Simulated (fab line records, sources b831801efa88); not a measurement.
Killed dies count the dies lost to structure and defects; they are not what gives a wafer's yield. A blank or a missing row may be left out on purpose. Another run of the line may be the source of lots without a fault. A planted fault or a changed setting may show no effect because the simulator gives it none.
Chamber matching	flow gf180mcu	3 sister chambers for GF_V3_CVD_02 on pecvd-02
The step deposits SiO2 from TEOS, target thk 850 nm, time 94.851 s. 16 wafers are shown with their chamber, then 8 later ones without.

## WAFERS PAIRED WITH THEIR CHAMBERS
wafer	chamber	heaterPowerW (W)
L119.1	0	734
L119.4	1	612
L119.6	0	749
L124.1	0	763
L124.5	1	565
L124.6	0	598
L125.3	1	590
L125.4	1	598
L125.6	2	595
L126.1	0	655
L126.4	0	732
L126.6	2	698
L127.1	1	540
L127.2	0	654
L127.4	2	745
L128.3	1	560

SIGNATURES (averages over the wafers above)
reading	chamber 0	chamber 1	chamber 2	scatter within a chamber
heaterPowerW	697.86	577.50	679.33	54.4
Rule: distance of a wafer from a chamber = root of the sum over the readings of ((wafer's reading minus chamber's mean) / reading's scatter) squared. If the next closest chamber is less than 2 further off than the closest, the wafer can't be placed; otherwise it belongs to the closest. The scatter is the square root of a quotient: the sum, over the shown wafers, of each reading's squared deviation from its chamber's mean, divided by wafers minus chambers.

## WAFERS WHOSE CHAMBER IS MISSING
wafer	heaterPowerW (W)
L128.5	622
L128.6	577
L135.2	638
L135.3	717
L135.4	762
L141.1	494
L141.3	672
L141.5	747

## WHICH CHAMBER EACH WENT THROUGH
wafer	from the rows above	in truth
L128.5	can't be placed: 1 or 2 or 0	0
L128.6	can't be placed: 1 or 2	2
L135.2	can't be placed: 2 or 0 or 1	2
L135.3	can't be placed: 0 or 2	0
L135.4	can't be placed: 0 or 2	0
L141.1	can't be placed: 1 or 2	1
L141.3	can't be placed: 2 or 0 or 1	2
L141.5	can't be placed: 0 or 2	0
0 of 8 placed correctly. Cannot be placed on the basis of these rows: 8; the candidates contain the true chamber in 8. Placed wrongly: 0.
